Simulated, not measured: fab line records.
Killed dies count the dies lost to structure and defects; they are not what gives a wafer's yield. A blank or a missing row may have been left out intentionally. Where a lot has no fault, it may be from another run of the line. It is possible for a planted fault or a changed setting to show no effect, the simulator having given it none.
Which of the tools did it? | flow gf180mcu | 11 lots with 33 wafers sampled at 3 steps, on a route of 602 steps

## WHAT THE GAUGES SHOWED, per wafer
GF_V4_RS_MEAS_24: uses a four-point probe to measure.
lot  | measured     | on            | V4_W_RS (ohm/sq)
L336 | day 25 06:07 | film metro-04 | 0.331 0.334 0.332
L337 | day 25 17:38 | film metro-01 | 0.326 0.324 0.327
L341 | day 26 23:29 | film metro-02 | 0.327 0.331 0.326
L343 | day 27 13:07 | film metro-04 | 0.335 0.332 0.334
L345 | day 28 03:37 | film metro-04 | 0.327 0.328 0.334
L346 | day 28 08:19 | film metro-02 | 0.339 0.329 0.333
L347 | day 28 22:07 | film metro-02 | 0.331 0.330 0.331
L350 | day 29 16:43 | film metro-02 | 0.331 0.332 0.329
L355 | day 30 20:05 | film metro-01 | 0.329 0.331 0.328
L356 | day 31 01:23 | film metro-04 | 0.329 0.329 0.328
L357 | day 31 16:29 | film metro-01 | 0.328 0.331 0.328

## WHICH TOOL RAN EACH LOT (tool, then ch and the chambers of the sampled wafers, then the start)
lot  | GF_V4_ETCH_16                      | GF_V4_CVD_23
L336 | rie diel-02 ch 0,1,3, day 25 05:13 | cvd w-02 ch 0, day 25 05:59
L337 | rie diel-02 ch 0,1,2, day 25 16:37 | cvd w-02 ch 1, day 25 17:32
L341 | rie diel-02 ch 0,3, day 26 22:34   | cvd w-01 ch 1, day 26 23:23
L343 | rie diel-02 ch 0,2,3, day 27 12:06 | cvd w-02 ch 0, day 27 12:54
L345 | rie diel-01 ch 0,1,2, day 28 02:42 | cvd w-01 ch 0,1, day 28 03:30
L346 | rie diel-02 ch 0,1,2, day 28 07:25 | cvd w-01 ch 0,1, day 28 08:12
L347 | rie diel-03 ch 0,2,3, day 28 21:10 | cvd w-01 ch 0,1, day 28 22:00
L350 | rie diel-03 ch 1,3, day 29 15:39   | cvd w-01 ch 0, day 29 16:31
L355 | rie diel-01 ch 1,2, day 30 19:12   | cvd w-01 ch 1, day 30 19:58
L356 | rie diel-01 ch 2,3, day 31 00:31   | cvd w-02 ch 0,1, day 31 01:17
L357 | rie diel-02 ch 0,1,2, day 31 15:33 | cvd w-01 ch 0,1, day 31 16:20
- GF_V4_ETCH_16: etches BARC in N2/H2.
- GF_V4_CVD_23: deposits W, target thk 350 nm, time 104.9 s.

## THE ANSWER, worked out from the rows above alone
Rule: what is usual is taken from the lots themselves. Put in order of their means at a reading, lots are off if they are a third of the lots or fewer, leave a main group of 4 or more, and stand apart from it by a gap of 3 or more times the standard deviation of the main group's means; of several such gaps the widest counts. Not used: any main group whose means are identical at the precision the tables above print for the reading. A lot without any number at a reading at which 4 lots or more have one is off too. Where the step has rows for the other lots, those lots are counted as sound.
Across all readings shown, no lot is off: no conclusion can be drawn from this.

## WHAT THE SIMULATOR HAD INSERTED
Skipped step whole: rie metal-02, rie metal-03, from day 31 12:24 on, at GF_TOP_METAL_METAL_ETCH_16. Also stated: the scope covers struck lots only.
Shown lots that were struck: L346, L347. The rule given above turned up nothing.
